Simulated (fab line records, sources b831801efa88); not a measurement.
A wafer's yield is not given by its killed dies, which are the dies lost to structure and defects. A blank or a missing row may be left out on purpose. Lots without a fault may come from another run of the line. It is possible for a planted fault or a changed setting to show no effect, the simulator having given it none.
Matching of chambers + flow gf180mcu + rie-diel-01 running GF_V4_ETCH_16: 3 sister chambers
The step etches BARC in N2/H2. 6 wafers are shown with their chamber, then 5 later ones without.

== WAFERS PAIRED WITH THEIR CHAMBERS ==
| wafer  | chamber | throttle-valve-pct (%) | chamber-pressure-mTorr (mTorr) |
|--------|---------|------------------------|--------------------------------|
| L372.2 | 0       | 13.216                 | 30.072                         |
| L372.5 | 3       | 13.237                 | 30.002                         |
| L373.3 | 3       | 13.231                 | 30.024                         |
| L373.6 | 1       | 13.224                 | 29.978                         |
| L382.2 | 1       | 13.221                 | 29.990                         |
| L382.3 | 0       | 13.220                 | 29.995                         |

== WAFERS WHOSE CHAMBER IS MISSING ==
| wafer  | throttle-valve-pct (%) | chamber-pressure-mTorr (mTorr) |
|--------|------------------------|--------------------------------|
| L388.2 | 13.238                 | 29.981                         |
| L388.3 | 13.227                 | 30.002                         |
| L388.5 | 13.236                 | 29.982                         |
| L390.2 | 13.219                 | 30.001                         |
| L390.6 | 13.244                 | 30.018                         |

== EACH ONE'S CHAMBER ==
| wafer  | from the rows above          | in truth                   |
|--------|------------------------------|----------------------------|
| L388.2 | 3                            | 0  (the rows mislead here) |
| L388.3 | can't be placed: 1 or 3 or 0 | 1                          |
| L388.5 | 3                            | 3                          |
| L390.2 | can't be placed: 0 or 1      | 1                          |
| L390.6 | 3                            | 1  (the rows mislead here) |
Correct placement for 1 of the 5. These rows do not allow placing 2 (true chamber among the candidates in 2). Wrongly placed: 2.
How it was worked out, from the rows above alone: a wafer's distance from a chamber is the root of the sum, over the readings, of the square of ((its reading less the chamber's mean) divided by the reading's scatter). If the next closest chamber is less than 2 further off than the closest, the wafer can't be placed; otherwise it belongs to the closest. A chamber's mean is the mean of its shown wafers. The scatter: take each reading less its chamber's mean, square it, sum over the shown wafers, divide by the number of wafers less the number of chambers, and take the root.
